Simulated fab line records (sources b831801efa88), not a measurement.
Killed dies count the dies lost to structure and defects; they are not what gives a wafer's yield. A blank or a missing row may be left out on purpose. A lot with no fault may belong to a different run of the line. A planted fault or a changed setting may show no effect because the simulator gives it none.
Comparing a struck lot with a sound one / flow sky130 / 14 steps out of a route of 708
Sound: the wafers L519.1, L519.2, L519.5. Wafers L524.3, L524.4, L524.5 were the ones struck. The cause comes at the end.
Each step with rows lists, per side, the tool, then ch with its chambers, then its first start. Under that, the readings that differ: sound wafers / struck wafers / difference of the means / sigmas: that difference in standard deviations of wafers without a fault.
alike: readings whose means differ by less than 2 such deviations, and words and numbers that are the same on both sides. not compared: withheld readings, readings that some wafer has no value for, bounds like >300 that may hide the same value, and numbers for which the record gives no deviation and whose values overlap.
The two part at a step that has a row with sigmas, a row that says differs or no value, or rows on one side only. When numbers do not overlap yet have no deviation, they are printed without sigmas and do not part them. A reading that every wafer of one side lacks parts them only if that side has two wafers or more.

first, 4 steps without rows for these wafers: SKY_LDD_HVN_SOFTBAKE_03 (time 60 s); SKY_LDD_HVN_EXPOSE_04 (exposes mask HVNTM, target cd 700 nm); SKY_LDD_HVN_PEB_05; SKY_LDD_HVN_DEVELOP_06 (develop time 60 s).
SKY_LDD_HVN_OVL_MEAS_07:
  struck on overlay-01, day 22 19:26; sound on overlay-01, day 20 16:47
  alike: LDD_HVN_OVL
next, for these wafers, 1 step has no rows: SKY_LDD_HVN_IMPLANT_08.
SKY_LDD_HVN_STRIP_09: strips in O2/N2.
  sound on plasmaAsher-02 ch 0,1, day 20 16:58; struck on plasmaAsher-02 ch 0,1, day 22 19:39
  alike: drypumpMotorCurrentA, oesProductAu, stripTimeToEndpointS
  not compared: rfHoursCounterH
SKY_LDD_HVN_TW_MEAS_10:
  struck on filmMetro-01, day 22 19:44; sound on filmMetro-01, day 20 17:04
  alike: LDD_HVN_TW
then, 4 steps without rows for these wafers: SKY_LDD_HVP_DEHYDRATE_00 (time 60 s); SKY_LDD_HVP_HMDS_01 (prime time 60 s); SKY_LDD_HVP_COAT_02 (resist thk 300 nm); SKY_LDD_HVP_SOFTBAKE_03 (time 60 s).
SKY_LDD_HVP_EXPOSE_04: exposes mask HVPTM, target cd 700 nm.
  sound on ilineStepper-02 ch 0, day 21 08:28; struck on ilineStepper-02, day 23 10:49
  no value came back on the struck wafers for exposureDoseMJCm2, focusOffsetNm (nm); on the sound wafers exposureDoseMJCm2 reads 86.03 86.07 86.05
  alike: mask
next, for these wafers, 1 step has no rows: SKY_LDD_HVP_PEB_05.

WHERE THEY PART
Within this record, at SKY_LDD_HVP_EXPOSE_04 only.

WHY: what the simulator had put in
Whole step skipped at SKY_LDD_HVP_EXPOSE_04 on ilineStepper-02, starting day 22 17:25. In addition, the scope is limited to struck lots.
